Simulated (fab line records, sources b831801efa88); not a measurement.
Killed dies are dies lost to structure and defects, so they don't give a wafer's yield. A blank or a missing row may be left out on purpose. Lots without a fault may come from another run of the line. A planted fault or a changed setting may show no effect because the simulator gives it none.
Which tool did it? | flow gf180mcu | 24 lots, 72 wafers sampled, at 3 steps of a route of 602

WHAT THE GAUGES READ, wafer by wafer
GF_HV_LDD_TW_MEAS_11. Usual: HV_LDD_TW 2413, standard deviation 20.
lot  | measured     | on            | HV_LDD_TW      | flag
L074 | day 10 04:04 | film_metro-02 | 2420 2418 2415 |
L075 | day 10 11:55 | film_metro-02 | 2428 2426 2433 |
L076 | day 10 21:37 | film_metro-03 | 2406 2422 2402 |
L077 | day 11 04:59 | film_metro-01 | 2413 2417 2410 |
L078 | day 11 08:28 | film_metro-02 | 2453 2450 2436 |
L079 | day 11 21:58 | film_metro-03 | 2428 2405 2432 |
L080 | day 12 03:01 | film_metro-01 | 2417 2425 2447 |
L081 | day 12 07:10 | film_metro-01 | 2428 2443 2436 |
L082 | day 12 12:19 | film_metro-03 | 2396 2382 2401 |
L083 | day 12 23:39 | film_metro-03 | 2392 2374 2392 |
L084 | day 13 04:44 | film_metro-01 | 2418 2431 2418 |
L085 | day 13 11:26 | film_metro-03 | 2407 2396 2413 |
L086 | day 13 17:10 | film_metro-03 | 2396 2390 2391 |
L087 | day 13 22:28 | film_metro-02 | 2431 2437 2445 |
L088 | day 14 08:19 | film_metro-01 | 2435 2416 2428 |
L089 | day 14 17:28 | film_metro-02 | 2423 2434 2435 |
L090 | day 14 23:52 | film_metro-03 | 2396 2406 2376 |
L091 | day 15 08:07 | film_metro-02 | 2453 2440 2444 |
L092 | day 15 14:37 | film_metro-01 | 2403 2414 2422 |
L093 | day 16 01:40 | film_metro-03 | 2380 2383 2395 |
L094 | day 16 07:14 | film_metro-02 | 2433 2419 2417 |
L095 | day 16 13:01 | film_metro-01 | 2416 2419 2410 |
L096 | day 16 20:22 | film_metro-03 | 2382 2361 2384 |
L097 | day 17 07:14 | film_metro-03 | 2391 2393 2388 |

GF_M1_RS_MEAS_05: measures by four-point-probe. Usual: M1_ALCU_RS 0.0701 ohm/sq, standard deviation 0.00086.
lot  | measured     | on            | M1_ALCU_RS (ohm/sq)  | flag
L074 | day 16 07:09 | film_metro-04 | 0.0688 0.0690 0.0697 |
L075 | day 16 17:17 | film_metro-01 | 0.0692 0.0691 0.0692 |
L076 | day 17 05:24 | film_metro-03 | 0.0712 0.0724 0.0715 |
L077 | day 17 14:19 | film_metro-01 | 0.0697 0.0696 0.0693 |
L078 | day 17 19:25 | film_metro-04 | 0.0696 0.0706 0.0697 |
L079 | day 18 11:58 | film_metro-03 | 0.0682 0.0691 0.0699 |
L080 | day 18 17:18 | film_metro-03 | 0.0706 0.0694 0.0707 |
L081 | day 18 23:58 | film_metro-03 | 0.0699 0.0703 0.0709 |
L082 | day 19 05:03 | film_metro-01 | 0.0697 0.0693 0.0694 |
L083 | day 19 20:50 | film_metro-04 | 0.0708 0.0690 0.0703 |
L084 | day 20 01:13 | film_metro-01 | 0.0712 0.0705 0.0696 |
L085 | day 20 10:54 | film_metro-03 | 0.0709 0.0704 0.0710 |
L086 | day 20 16:20 | film_metro-03 | 0.0693 0.0707 0.0705 |
L087 | day 21 01:05 | film_metro-03 | 0.0687 0.0691 0.0693 |
L088 | day 21 10:38 | film_metro-04 | 0.0701 0.0710 0.0707 |
L089 | day 21 20:16 | film_metro-04 | 0.0707 0.0705 0.0701 |
L090 | day 22 04:28 | film_metro-04 | 0.0702 0.0695 0.0702 |
L091 | day 22 14:13 | film_metro-03 | 0.0698 0.0708 0.0698 |
L092 | day 22 22:07 | film_metro-03 | 0.0707 0.0704 0.0706 |
L093 | day 23 05:49 | film_metro-04 | 0.0704 0.0711 0.0706 |
L094 | day 23 12:01 | film_metro-04 | 0.0714 0.0725 0.0713 |
L095 | day 23 19:14 | film_metro-04 | 0.0689 0.0698 0.0698 |
L096 | day 24 05:25 | film_metro-01 | 0.0701 0.0702 0.0710 |
L097 | day 24 13:58 | film_metro-04 | 0.0685 0.0695 0.0684 |

WHICH TOOL RAN EACH LOT (tool, then ch and the chambers of the sampled wafers, then the start)
lot  | GF_CONTACT_STRIP_18
L074 | plasma_asher-02 ch 0,1, day 16 05:55
L075 | plasma_asher-04 ch 0,1, day 16 16:04
L076 | plasma_asher-02 ch 0,1, day 17 04:10
L077 | plasma_asher-01 ch 0,1, day 17 13:07
L078 | plasma_asher-01 ch 0,1, day 17 18:13
L079 | plasma_asher-02 ch 0,1, day 18 10:46
L080 | plasma_asher-04 ch 0,1, day 18 16:05
L081 | plasma_asher-02 ch 0,1, day 18 22:46
L082 | plasma_asher-02 ch 0,1, day 19 03:50
L083 | plasma_asher-02 ch 0,1, day 19 19:37
L084 | plasma_asher-01 ch 0,1, day 20 00:01
L085 | plasma_asher-04 ch 0,1, day 20 09:39
L086 | plasma_asher-02 ch 0,1, day 20 15:07
L087 | plasma_asher-04 ch 0,1, day 20 23:52
L088 | plasma_asher-02 ch 0,1, day 21 09:25
L089 | plasma_asher-02 ch 0,1, day 21 19:01
L090 | plasma_asher-02 ch 0,1, day 22 03:16
L091 | plasma_asher-04 ch 0,1, day 22 12:58
L092 | plasma_asher-02 ch 0,1, day 22 20:55
L093 | plasma_asher-02 ch 0,1, day 23 04:37
L094 | plasma_asher-04 ch 0, day 23 10:47
L095 | plasma_asher-02 ch 0,1, day 23 18:01
L096 | plasma_asher-02 ch 0,1, day 24 02:25
L097 | plasma_asher-01 ch 0,1, day 24 12:45
- GF_CONTACT_STRIP_18: strips in O2/N2.

WHAT THE TOOLS THEMSELVES READ (means of the sampled wafers that have a number; where no wafer has one, the mark that the record gives instead)
GF_CONTACT_STRIP_18. Usual: drypump_motor_current_A 5.7 A, standard deviation 0.33; heater_power_w 330 W, standard deviation 57; oes_product_au 0.581 a.u., standard deviation 0.005.
lot  | tool            | drypump_motor_current_A (A) | heater_power_w (W) | oes_product_au (a.u.) | flag
L074 | plasma_asher-02 | 5.5                         | 300                | 0.579                 |
L075 | plasma_asher-04 | 6.1                         | 431                | 0.574                 |
L076 | plasma_asher-02 | 5.5                         | 302                | 0.582                 |
L077 | plasma_asher-01 | 6.0                         | 314                | 0.584                 |
L078 | plasma_asher-01 | 6.0                         | 317                | 0.578                 |
L079 | plasma_asher-02 | 5.6                         | 289                | 0.582                 |
L080 | plasma_asher-04 | 6.2                         | 394                | 0.583                 |
L081 | plasma_asher-02 | 5.5                         | 306                | 0.581                 |
L082 | plasma_asher-02 | 5.5                         | 303                | 0.579                 |
L083 | plasma_asher-02 | 5.5                         | 303                | 0.581                 |
L084 | plasma_asher-01 | 5.8                         | 316                | 0.580                 |
L085 | plasma_asher-04 | 6.1                         | 428                | 0.582                 |
L086 | plasma_asher-02 | 5.6                         | 294                | 0.584                 |
L087 | plasma_asher-04 | 6.1                         | 427                | 0.582                 |
L088 | plasma_asher-02 | 5.5                         | 306                | 0.582                 |
L089 | plasma_asher-02 | 5.6                         | 295                | 0.584                 |
L090 | plasma_asher-02 | 5.5                         | 309                | 0.585                 |
L091 | plasma_asher-04 | 6.2                         | 391                | 0.576                 |
L092 | plasma_asher-02 | 5.5                         | 303                | 0.581                 |
L093 | plasma_asher-02 | 5.6                         | 293                | 0.582                 |
L094 | plasma_asher-04 | 6.0                         | 473                | 0.575                 |
L095 | plasma_asher-02 | 5.6                         | 298                | 0.581                 |
L096 | plasma_asher-02 | 5.4                         | 306                | 0.582                 |
L097 | plasma_asher-01 | 6.1                         | 319                | 0.582                 |

THE ANSWER, worked out from the rows above alone
Rule: a lot is off if the mean of its wafers that have a number lies more than 3 standard deviations from the usual mean. A lot without any number at a reading at which 4 lots or more have one is off too. The other lots that the step has rows for count as sound. The gauges are gone through in route order, then the tools' own readings, and for those a lot's mean is taken as printed above. The first step at which some lot is off is used, and at that step the reading that is off furthest; a lot without a number counts as furthest.
No lot is off at any reading shown: from this, nothing can be told.

WHAT THE SIMULATOR HAD PUT IN
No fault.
